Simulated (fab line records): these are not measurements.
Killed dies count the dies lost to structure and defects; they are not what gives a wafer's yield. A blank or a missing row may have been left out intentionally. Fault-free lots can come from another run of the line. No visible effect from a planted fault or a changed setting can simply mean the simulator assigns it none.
fab line records | flow gf180mcu
[record] lots = 24 wafers = 72 last_day = 34
route steps=602 shown V4@501 M5@535 V5@541 TOP_METAL@569
lots that met no fault: from a run of the same line without faults
start_h: hours from the record's opening day to when the first of the lot's shown wafers began | wait_h: how many hours have passed since the lot's step before this one | " unchanged from the row above | L1.1+2: several wafers, shown together as one row | - either no value or no given start | * or withheld: withheld | < > ~ a bound
route shown NAME@n: a module of which the file shows steps, and the number in the route of the first | usual: mean/standard deviation of fault-free wafers | same: alike in all rows | chamber/n: place in a boat | sites: the reading at each site | _std_site: the standard deviation of these | _edge_site: outer sites' mean less inner sites' | radius_mm: for every site, how far away it sits from the centre of the wafer | mask NAME#n: copy n | behind: the last tool/chamber to shape the wafer | hold: the reason the lot was held/the length of the hold in hours/how it ended | device: which transistor (n, p or np) failed to switch | end of line: the tests these same wafers got at the end of their route | for a step that has no rows: nothing shown but its recipe | killed: at the first sort, the dies lost to defects and structure; wafer yield is something else | map: shows each die of a wafer: x if killed, . if not, _ if none is there
set.NAME: the setting the step ran with; set.NAME@STEP: the setting that earlier step ran with | model.NAME: the simulator's own value behind a step, which no gauge read
route steps across a sampled set of lots; one table per step, one row per wafer
services: from which hour (start_h, from the record's first day; less than 0 if before it) a tool's chamber was out of use, for how many hours, and why
[[steps]]
[step GF_V4_THK_MEAS_25]
[recipe] thk_meas_gauge = xrf reads = W_of_V4_CVD_23
[usual] V4_W_THK = 350/5.2
// columns lot.wafer tool chamber start_h wait_h V4_W_THK[nm]
L074.1 film_metro-04 - 571.24 0.1 349
L074.3 " - " " 347
L074.5 " - " " 345
L075.2 film_metro-04 - 581.83 0.1 347
L075.3 " - " " 346
L075.6 " - " " 343
L077.2 film_metro-02 - 583.11 0.1 361
L077.3 " - " " 357
L077.5 " - " " 358
L076.2 film_metro-04 - 586.86 0.1 344
L076.3 " - " " 347
L076.5 " - " " 344
L078.1 film_metro-01 - 598.56 0.1 346
L078.2 " - " " 351
L078.5 " - " " 351
L079.3 film_metro-02 - 604.26 0.1 359
L079.5 " - " " 359
L079.6 " - " " 363
L080.4 film_metro-04 - 617.27 0.1 344
L080.5 " - " " 346
L080.6 " - " " 346
L081.1 film_metro-02 - 619.94 0.1 354
L081.2 " - " " 350
L081.3 " - " " 353
L082.2 film_metro-04 - 634.81 0.1 350
L082.3 " - " " 347
L082.6 " - " " 344
L083.4 film_metro-02 - 641.52 0.1 352
L083.5 " - " " 348
L083.6 " - " " 352
L084.1 film_metro-04 - 646.74 0.1 348
L084.4 " - " " 352
L084.5 " - " " 348
L085.1 film_metro-04 - 655.75 0.1 342
L085.4 " - " " 343
L085.6 " - " " 347
L086.1 film_metro-04 - 662.05 0.1 352
L086.2 " - " " 350
L086.3 " - " " 350
L087.3 film_metro-01 - 672.72 0.1 351
L087.5 " - " " 347
L087.6 " - " " 353
L089.2 film_metro-01 - 684.60 0.1 355
L089.4 " - " " 362
L089.6 " - " " 353
L088.2 film_metro-04 - 686.60 0.1 345
L088.4 " - " " 344
L088.5 " - " " 346
L091.2 film_metro-04 - 697.85 0.1 346
L091.3 " - " " 345
L091.4 " - " " 339
L090.1 film_metro-01 - 699.73 0.1 358
L090.2 " - " " 350
L090.3 " - " " 354
L092.3 film_metro-01 - 708.52 0.1 347
L092.5 " - " " 356
L092.6 " - " " 351
L093.2 film_metro-04 - 714.51 0.1 340
L093.3 " - " " 348
L093.6 " - " " 343
L095.1 film_metro-01 - 717.29 0.1 358
L095.3 " - " " 359
L095.5 " - " " 356
L094.1 film_metro-04 - 719.20 0.1 352
L094.3 " - " " 351
L094.5 " - " " 348
L096.1 film_metro-01 - 728.15 0.1 353
L096.3 " - " " 345
L096.5 " - " " 350
L097.2 film_metro-04 - 734.62 0.1 341
L097.3 " - " " 349
L097.5 " - " " 348
[step GF_V4_CMP_26]
[recipe] stop_on = SiO2 down_force_psi = 3.5 platen_rpm = 60 t_overpolish_s = 15 target_thk_nm = 0 pad_velocity_m_s = 0.94248
[usual] motor_current_A = 11.2/0.51 overpolish_run_s = 15.001/0.0093 retaining_ring_pressure_frac = 0.999/0.0047 time_to_endpoint_s = 85/4.8
// columns lot.wafer tool chamber start_h wait_h motor_current_A overpolish_run_s retaining_ring_pressure_frac time_to_endpoint_s
L074.1 cmp-02 2 571.35 0.1 10.9 15.004 1.006 76
L074.3 " 0 " " 12.0 14.989 1.004 78
L074.5 " 1 " " 11.2 15.003 0.992 78
L075.3 cmp-01 2 581.93 0.1 11.0 14.990 0.994 90
L075.2 " 3 " " 11.7 15.002 0.994 85
L075.6 " 2 " " 11.5 14.990 0.989 86
L077.2 cmp-02 0 583.21 0.1 12.0 15.005 0.996 82
L077.3 " 2 " " 11.3 14.996 0.995 76
L077.5 " 3 " " 11.2 15.014 0.995 80
L076.2 cmp-02 2 586.91 0.0 11.2 15.007 0.995 75
L076.3 " 3 " " 11.0 14.982 1.005 79
L076.5 " 2 " " 11.4 15.016 1.003 74
L078.1 cmp-01 3 598.62 0.1 11.5 15.000 0.995 80
L078.2 " 2 " " 10.6 15.000 1.000 86
L078.5 " 3 " " 11.5 14.988 0.999 80
L079.3 cmp-02 1 604.41 0.1 11.1 14.995 1.002 83
L079.6 " 1 " " 10.8 14.987 0.990 80
L079.5 " 2 " " 11.3 15.012 1.007 78
L080.4 cmp-02 3 617.35 0.1 10.6 15.004 0.989 83
L080.6 " 2 " " 10.8 14.998 0.993 79
L080.5 " 3 " " 10.6 15.004 0.991 83
L081.3 cmp-01 3 620.00 0.0 11.6 14.985 0.999 81
L081.1 " 1 " " 10.7 14.990 1.005 83
L081.2 " 2 " " 11.2 15.025 0.996 85
L082.3 cmp-01 1 635.15 0.3 10.3 14.993 1.006 84
L082.2 " 3 " " 11.9 14.994 1.006 88
L082.6 " 1 " " 10.9 15.001 1.004 87
L083.4 cmp-02 1 641.55 0.0 11.8 15.007 1.007 81
L083.6 " 1 " " 11.2 14.998 0.993 84
L083.5 " 2 " " 10.4 14.999 1.003 78
L084.4 cmp-02 0 646.80 0.0 12.6 15.019 0.995 82
L084.1 " 1 " " 11.1 15.002 1.004 80
L084.5 " 0 " " 12.4 14.999 0.997 83
L085.4 cmp-01 1 655.86 0.1 11.2 14.993 0.996 85
L085.1 " 2 " " 11.2 14.997 0.992 88
L085.6 " 0 " " 10.8 15.017 0.996 87
L086.3 cmp-02 0 662.11 0.0 11.7 14.992 1.002 82
L086.2 " 2 " " 11.3 15.004 0.991 77
L086.1 " 3 " " 10.8 15.003 1.005 81
L087.3 cmp-01 2 672.81 0.1 11.2 15.012 0.997 88
L087.6 " 1 " " 11.5 15.016 0.998 84
L087.5 " 2 " " 11.5 14.991 0.996 89
L089.4 cmp-01 1 684.70 0.1 10.3 14.997 1.002 87
L089.2 " 2 " " 11.7 15.003 0.997 93
L089.6 " 0 " " 12.1 15.007 0.992 89
L088.4 cmp-01 0 686.70 0.1 11.1 15.012 0.990 91
L088.2 " 1 " " 10.4 14.989 1.002 84
L088.5 " 0 " " 11.5 15.017 1.000 89
L091.3 cmp-01 1 697.90 0.0 10.7 14.999 0.998 83
L091.2 " 3 " " 11.8 15.004 1.007 85
L091.4 " 0 " " 11.6 15.006 0.998 88
L090.3 cmp-01 0 699.79 0.0 11.2 14.998 0.998 92
L090.2 " 2 " " 11.0 14.985 1.003 91
L090.1 " 3 " " 11.5 15.012 1.002 89
L092.3 cmp-02 1 708.66 0.1 11.0 14.998 1.003 83
L092.5 " 3 " " 10.7 15.003 0.992 85
L092.6 " 0 " " 12.0 15.010 0.995 83
L093.3 cmp-01 0 714.56 0.0 11.9 14.985 0.999 91
L093.2 " 3 " " 11.5 15.008 0.996 87
L093.6 " 0 " " 10.7 15.006 1.000 88
L095.1 cmp-02 3 717.35 0.1 10.8 15.007 1.001 84
L095.3 " 1 " " 11.4 15.021 1.002 91
L095.5 " 0 " " 12.0 15.000 1.005 88
L094.1 cmp-01 2 719.31 0.1 11.7 15.012 1.001 91
L094.3 " 0 " " 11.9 14.996 0.990 90
L094.5 " 1 " " 11.2 14.994 0.997 88
L096.1 cmp-01 1 728.26 0.1 10.5 14.990 1.003 82
L096.3 " 2 " " 10.6 15.008 1.002 88
L096.5 " 1 " " 11.2 14.991 1.002 83
L097.3 cmp-01 3 734.95 0.3 12.3 14.994 1.000 92
L097.2 " 1 " " 10.9 15.028 1.003 89
L097.5 " 3 " " 11.9 14.992 1.003 91
[step GF_M5_ETCH_09]
[recipe] chemistry = CF4/O2 target = Si3N4 target_depth_nm = 52 source_w = 800 bias_w = 150 pressure_mtorr = 150 cf4_flow_sccm = 80 O2_flow_sccm = 10 time_s = 11.6
[usual] O2_flow_sccm = 9.998/0.029 drypump_motor_current_A = 5.8/0.39 oes_product_au = 1.002/0.0094 throttle_valve_pct = 5.970/0.01
// columns lot.wafer tool chamber start_h wait_h O2_flow_sccm drypump_motor_current_A oes_product_au rf_hours_counter_h throttle_valve_pct
L074.1 rie_diel-03 0 616.16 0.0 10.023 5.6 1.008 12 5.980
L074.3 " 2 " " 9.982 6.4 1.010 11 5.976
L074.5 " 2 " " 9.989 6.4 1.011 - 5.973
L075.2 rie_diel-01 3 625.26 0.0 10.007 5.7 0.993 11 5.962
L075.3 " 2 " " 10.022 5.2 1.003 0 5.951
L075.6 " 1 " " 10.034 5.7 1.010 - 5.975
L077.2 rie_diel-04 1 625.91 0.0 9.984 6.5 0.993 13 5.956
L077.3 " 3 " " 9.988 6.4 0.999 10 5.964
L077.5 " 0 " " 9.930 5.3 1.006 - 5.960
L076.2 rie_diel-03 0 629.86 0.0 10.057 5.6 0.999 12 5.957
L076.3 " 2 " " 10.006 6.4 1.010 11 5.965
L076.5 " 0 " " 10.036 5.6 0.994 - 5.982
L078.1 rie_diel-01 0 640.96 0.0 9.990 6.1 1.006 52 5.983
L078.2 " 3 " " 9.969 5.7 0.998 12 5.967
L078.5 " 0 " " 10.046 6.1 1.020 - 5.983
L079.3 rie_diel-01 0 646.36 0.0 10.053 6.1 1.012 52 5.955
L079.5 " 1 " " 9.947 5.7 1.012 - 5.975
L079.6 " 3 " " 10.006 5.7 1.002 - 5.972
L080.4 rie_diel-03 1 658.65 0.0 10.025 5.8 1.002 2 5.971
L080.5 " 2 " " 9.933 6.4 1.011 - 5.981
L080.6 " 3 " " 10.045 5.7 0.996 - 5.949
L081.1 rie_diel-04 1 662.11 0.0 10.005 6.5 0.988 15 5.980
L081.2 " 0 " " 10.053 5.3 0.999 16 5.993
L081.3 " 3 " " 9.995 6.4 0.985 10 5.963
L082.2 rie_diel-04 3 675.71 0.0 10.006 6.4 0.999 11 5.959
L082.3 " 0 " " 9.988 5.2 1.002 17 5.957
L082.6 " 1 " " 9.997 6.4 0.986 - 5.971
L083.4 rie_diel-01 1 682.26 0.0 9.984 5.7 1.000 28 5.988
L083.5 " 2 " " 10.018 5.1 1.006 - 5.977
L083.6 " 3 " " 10.001 5.7 1.000 - 5.983
L084.1 rie_diel-03 1 686.37 0.0 9.984 5.8 0.997 3 5.974
L084.4 " 2 " " 9.984 6.4 1.008 14 5.985
L084.5 " 2 " " 9.970 6.4 1.010 - 5.965
L085.1 rie_diel-01 3 695.80 0.0 9.984 5.7 0.989 14 5.970
L085.4 " 1 " " 10.033 5.7 1.011 29 5.973
L085.6 " 0 " " 9.977 6.1 1.005 - 5.986
L086.1 rie_diel-03 0 701.68 0.0 9.972 5.6 1.013 15 5.975
L086.2 " 2 " " 9.976 6.4 1.014 14 5.989
L086.3 " 1 " " 9.971 5.8 1.009 3 5.962
L087.3 rie_diel-01 0 711.21 0.0 9.982 6.1 1.014 55 5.987
L087.5 " 1 " " 9.976 5.7 1.019 - 5.976
L087.6 " 0 " " 9.992 6.1 1.002 - 5.971
L089.2 rie_diel-03 0 722.05 0.0 9.966 5.6 1.001 16 5.975
L089.4 " 2 " " 10.013 6.4 1.000 15 5.968
L089.6 " 3 " " 10.009 5.6 0.986 - 5.973
L088.2 rie_diel-01 3 723.86 0.0 10.031 5.7 1.011 15 5.969
L088.4 " 2 " " 9.992 5.2 0.998 4 5.973
L088.5 " 1 " " 10.010 5.7 1.015 - 5.990
L091.2 rie_diel-03 2 733.32 0.0 10.052 6.4 1.012 15 5.965
L091.3 " 1 " " 10.004 5.8 1.008 4 5.973
L091.4 " 0 " " 9.969 5.7 1.005 17 5.961
L090.1 rie_diel-03 3 734.96 0.0 10.030 5.7 1.005 39 5.974
L090.2 " 0 " " 9.968 5.6 1.014 17 5.966
L090.3 " 1 " " 9.981 5.8 0.999 4 5.952
L092.3 rie_diel-01 2 744.81 0.0 10.008 5.2 1.005 6 5.955
L092.5 " 1 " " 10.038 5.7 0.998 - 5.962
L092.6 " 3 " " 9.919 5.7 1.003 - 5.972
L093.2 rie_diel-04 2 749.80 0.0 10.004 5.9 0.994 5 5.964
L093.3 " 1 " " 9.950 6.5 0.982 18 5.950
L093.6 " 0 " " 9.974 5.2 1.007 - 5.974
L095.1 rie_diel-03 2 752.46 0.0 10.007 6.4 0.999 16 5.955
L095.3 " 0 " " 10.039 5.6 0.996 17 5.963
L095.5 " 3 " " 9.968 5.7 1.002 - 5.948
L094.1 rie_diel-01 3 754.65 0.0 9.995 5.7 0.997 17 5.964
L094.3 " 1 " " 10.026 5.7 1.007 32 5.988
L094.5 " 2 " " 10.017 5.2 1.007 - 5.969
L096.1 rie_diel-03 1 762.61 0.0 9.981 5.8 1.006 6 5.960
L096.3 " 2 " " 10.009 6.4 1.017 16 5.980
L096.5 " 3 " " 9.987 5.7 1.005 - 5.974
L097.2 rie_diel-01 3 769.15 0.0 10.020 5.7 1.016 18 5.976
L097.3 " 1 " " 10.016 5.7 1.000 32 5.971
L097.5 " 2 " " 9.983 5.2 1.019 - 5.968
[step GF_V5_THK_MEAS_01]
[recipe] reads = SiO2_of_V5_CVD_00
[usual] V5_CVD_00_THK = 297/3.1
// columns lot.wafer tool chamber start_h wait_h V5_CVD_00_THK[nm]
L074.1 film_metro-03 - 616.92 0.0 296
L074.3 " - " " 297
L074.5 " - " " 301
L075.2 film_metro-03 - 626.00 0.0 298
L075.3 " - " " 303
L075.6 " - " " 299
L077.2 film_metro-01 - 626.65 0.0 299
L077.3 " - " " 300
L077.5 " - " " 296
L076.2 film_metro-03 - 630.60 0.0 298
L076.3 " - " " 301
L076.5 " - " " 296
L078.1 film_metro-03 - 641.70 0.0 296
L078.2 " - " " 298
L078.5 " - " " 296
L079.3 film_metro-02 - 647.32 0.0 297
L079.5 " - " " 302
L079.6 " - " " 299
L080.4 film_metro-01 - 659.41 0.0 294
L080.5 " - " " 296
L080.6 " - " " 298
L081.1 film_metro-03 - 662.84 0.0 299
L081.2 " - " " 295
L081.3 " - " " 297
L082.2 film_metro-01 - 676.45 0.0 300
L082.3 " - " " 293
L082.6 " - " " 295
L083.4 film_metro-03 - 683.02 0.0 293
L083.5 " - " " 291
L083.6 " - " " 293
L084.1 film_metro-03 - 687.10 0.0 295
L084.4 " - " " 294
L084.5 " - " " 291
L085.1 film_metro-02 - 696.54 0.0 297
L085.4 " - " " 291
L085.6 " - " " 296
L086.1 film_metro-02 - 702.45 0.0 296
L086.2 " - " " 303
L086.3 " - " " 295
L087.3 film_metro-02 - 711.96 0.0 296
L087.5 " - " " 298
L087.6 " - " " 294
L089.2 film_metro-01 - 722.79 0.0 292
L089.4 " - " " 294
L089.6 " - " " 297
L088.2 film_metro-03 - 724.60 0.0 298
L088.4 " - " " 299
L088.5 " - " " 300
L091.2 film_metro-02 - 734.19 0.0 296
L091.3 " - " " 296
L091.4 " - " " 296
L090.1 film_metro-03 - 736.09 0.0 300
L090.2 " - " " 296
L090.3 " - " " 299
L092.3 film_metro-03 - 745.56 0.0 298
L092.5 " - " " 296
L092.6 " - " " 298
L093.2 film_metro-03 - 750.67 0.0 293
L093.3 " - " " 296
L093.6 " - " " 296
L095.1 film_metro-02 - 753.19 0.0 293
L095.3 " - " " 297
L095.5 " - " " 294
L094.1 film_metro-03 - 755.46 0.1 303
L094.3 " - " " 305
L094.5 " - " " 303
L096.1 film_metro-02 - 763.35 0.0 303
L096.3 " - " " 296
L096.5 " - " " 298
L097.2 film_metro-03 - 769.89 0.0 293
L097.3 " - " " 296
L097.5 " - " " 293
[step GF_V5_CMP_04]
[recipe] material = SiO2 down_force_psi = 4 platen_rpm = 60 pad_velocity_m_s = 0.94248
[usual] motor_current_A = 12.3/0.54 retaining_ring_pressure_frac = 1.000/0.0051
// columns lot.wafer tool chamber start_h wait_h motor_current_A retaining_ring_pressure_frac
L074.3 cmp-01 2 617.15 0.0 12.3 1.008
L074.1 " 3 " " 12.1 0.996
L074.5 " 2 " " 12.4 1.000
L075.3 cmp-01 3 626.22 0.0 12.7 0.988
L075.2 " 2 " " 11.5 1.003
L075.6 " 3 " " 12.5 0.995
L077.3 cmp-01 3 626.92 0.1 12.4 1.001
L077.2 " 0 " " 11.7 0.993
L077.5 " 3 " " 12.6 1.000
L076.3 cmp-02 2 630.87 0.1 12.0 0.997
L076.2 " 0 " " 12.9 0.997
L076.5 " 2 " " 12.2 0.999
L078.1 cmp-01 1 641.92 0.1 11.7 0.998
L078.2 " 2 " " 12.7 1.000
L078.5 " 1 " " 12.0 0.998
L079.3 cmp-02 2 647.53 0.0 12.4 1.003
L079.6 " 2 " " 12.0 1.001
L079.5 " 3 " " 12.0 0.992
L080.4 cmp-01 3 659.61 0.0 12.9 0.998
L080.6 " 3 " " 12.6 0.993
L080.5 " 0 " " 11.9 1.000
L081.3 cmp-02 1 663.12 0.1 12.4 1.012
L081.1 " 2 " " 12.0 0.998
L081.2 " 3 " " 11.9 1.001
L082.2 cmp-01 0 676.77 0.1 12.3 0.992
L082.3 " 1 " " 12.2 0.997
L082.6 " 2 " " 12.4 1.001
L083.4 cmp-02 2 683.22 0.0 11.6 1.011
L083.6 " 2 " " 12.5 1.008
L083.5 " 3 " " 11.7 0.995
L084.4 cmp-02 1 687.47 0.2 11.4 0.993
L084.1 " 0 " " 13.2 0.997
L084.5 " 2 " " 12.1 0.998
L085.4 cmp-01 0 696.76 0.0 12.2 0.990
L085.1 " 1 " " 11.7 0.998
L085.6 " 1 " " 11.2 1.002
L086.3 cmp-01 1 702.71 0.1 11.7 1.003
L086.1 " 2 " " 12.5 0.993
L086.2 " 3 " " 12.5 0.997
L087.3 cmp-01 2 712.21 0.1 12.7 0.999
L087.5 " 1 " " 12.0 1.004
L087.6 " 2 " " 11.4 0.992
L089.4 cmp-01 0 723.10 0.1 12.5 1.005
L089.2 " 1 " " 11.8 0.998
L089.6 " 2 " " 12.4 0.998
L088.2 cmp-01 2 724.91 0.1 12.3 1.002
L088.4 " 3 " " 12.2 0.991
L088.5 " 1 " " 10.9 1.004
L091.4 cmp-02 2 734.45 0.1 12.0 1.002
L091.2 " 3 " " 11.7 1.000
L091.3 " 0 " " 12.8 1.000
L090.1 cmp-01 1 736.37 0.1 11.6 1.001
L090.2 " 2 " " 11.9 1.001
L090.3 " 3 " " 11.9 0.997
L092.3 cmp-01 3 746.10 0.4 13.0 1.006
L092.6 " 2 " " 12.0 1.010
L092.5 " 3 " " 12.2 0.988
L093.2 cmp-02 3 750.88 0.0 11.6 1.002
L093.3 " 0 " " 13.5 1.004
L093.6 " 3 " " 11.9 1.006
L095.1 cmp-02 1 753.46 0.1 12.0 0.998
L095.3 " 2 " " 12.3 0.999
L095.5 " 1 " " 12.6 0.997
L094.1 cmp-01 0 755.79 0.1 12.5 1.003
L094.3 " 1 " " 11.7 0.995
L094.5 " 2 " " 12.4 1.004
L096.3 cmp-02 3 763.58 0.0 12.4 1.000
L096.1 " 2 " " 12.6 0.995
L096.5 " 3 " " 11.8 0.999
L097.3 cmp-02 3 770.11 0.0 12.0 1.000
L097.2 " 2 " " 12.5 1.010
L097.5 " 0 " " 13.7 1.006
[step GF_TOP_METAL_SPUTTER_02]
[recipe] material = AlCu target_thk_nm = 900 power_w = 10600 chamber_pressure_pa = 0.3 substrate_temp_c = 250 gas = Ar time_s = 47.82
[usual] throttle_valve_pct = 29.8/1
// columns lot.wafer tool chamber start_h wait_h throttle_valve_pct
L074.1 pvd_sputter-02 - 639.90 0.0 30.8
L074.3 " - " " 31.6
L074.5 " - " " 31.6
L075.2 pvd_sputter-02 - 648.26 0.0 29.3
L075.3 " - " " 30.7
L075.6 " - " " 31.5
L077.2 pvd_sputter-03 - 649.53 0.0 29.9
L077.3 " - " " 30.0
L077.5 " - " " 29.9
L076.2 pvd_sputter-01 - 653.86 0.0 31.7
L076.3 " - " " 28.1
L076.5 " - " " 28.9
L078.1 pvd_sputter-03 - 664.26 0.0 30.0
L078.2 " - " " 28.8
L078.5 " - " " 28.8
L079.3 pvd_sputter-01 - 668.71 0.0 28.1
L079.5 " - " " 31.6
L079.6 " - " " 28.0
L080.4 pvd_sputter-02 - 680.89 0.0 31.4
L080.5 " - " " 31.3
L080.6 " - " " 29.5
L081.1 pvd_sputter-02 - 684.14 0.0 28.8
L081.2 " - " " 30.3
L081.3 " - " " 29.5
L082.2 pvd_sputter-02 - 698.21 0.0 31.3
L082.3 " - " " 30.8
L082.6 " - " " 30.9
L083.4 pvd_sputter-02 - 704.38 0.0 29.2
L083.5 " - " " 29.3
L083.6 " - " " 28.4
L084.1 pvd_sputter-03 - 708.09 0.0 30.0
L084.4 " - " " 29.9
L084.5 " - " " 29.7
L085.1 pvd_sputter-03 - 717.02 0.0 29.9
L085.4 " - " " 29.7
L085.6 " - " " 28.4
L086.1 pvd_sputter-03 - 722.41 0.0 30.0
L086.2 " - " " 28.8
L086.3 " - " " 30.0
L087.3 pvd_sputter-02 - 731.39 0.0 28.8
L087.5 " - " " 29.4
L087.6 " - " " 28.3
L089.2 pvd_sputter-03 - 742.36 0.0 29.7
L089.4 " - " " 29.7
L089.6 " - " " 28.4
L088.2 pvd_sputter-03 - 743.98 0.0 29.9
L088.4 " - " " 30.0
L088.5 " - " " 29.8
L091.2 pvd_sputter-03 - 752.86 0.0 30.0
L091.3 " - " " 29.5
L091.4 " - " " 29.9
L090.1 pvd_sputter-02 - 754.46 0.0 30.5
L090.2 " - " " 28.5
L090.3 " - " " 29.8
L092.3 pvd_sputter-03 - 764.85 0.0 30.0
L092.5 " - " " 28.5
L092.6 " - " " 29.9
L093.2 pvd_sputter-01 - 769.14 0.0 28.3
L093.3 " - " " 28.9
L093.6 " - " " 28.1
L095.1 pvd_sputter-02 - 771.76 0.0 30.6
L095.3 " - " " 29.2
L095.5 " - " " 31.5
L094.1 pvd_sputter-02 - 773.48 0.0 31.6
L094.3 " - " " 30.6
L094.5 " - " " 30.9
L096.1 pvd_sputter-03 - 781.73 0.0 28.5
L096.3 " - " " 29.7
L096.5 " - " " 28.4
L097.2 pvd_sputter-03 - 787.00 0.0 30.0
L097.3 " - " " 28.3
L097.5 " - " " 28.5
[[services]]
// columns tool chamber start_h hours kind
cmp-01 - 557.71 1.2 repair
cmp-01 - 559.27 1.8 repair
cmp-01 - 572.00 4.0 pm
rie_diel-03 1 585.98 15.4 repair
cmp-01 - 592.73 0.5 repair
pvd_sputter-03 - 599.17 2.7 repair
cmp-01 - 603.18 2.7 repair
cmp-01 - 605.84 7.8 pm
rie_diel-03 3 616.67 5.3 repair
rie_diel-01 2 627.12 6.9 repair
cmp-02 - 633.25 5.3 pm
rie_diel-01 2 640.13 8.2 repair
cmp-01 - 665.76 0.9 repair
cmp-01 - 679.38 0.4 repair
cmp-01 - 681.45 0.5 repair
cmp-02 - 684.63 1.1 repair
pvd_sputter-02 - 695.77 1.9 repair
rie_diel-01 - 702.45 0.3 repair
cmp-02 - 732.13 0.8 repair
cmp-02 - 744.00 4.0 pm
rie_diel-01 - 751.09 2.8 pm
rie_diel-03 0 757.91 9.2 repair
rie_diel-03 1 771.64 2.0 repair
cmp-01 - 773.61 0.2 repair
[[key]]
fault none
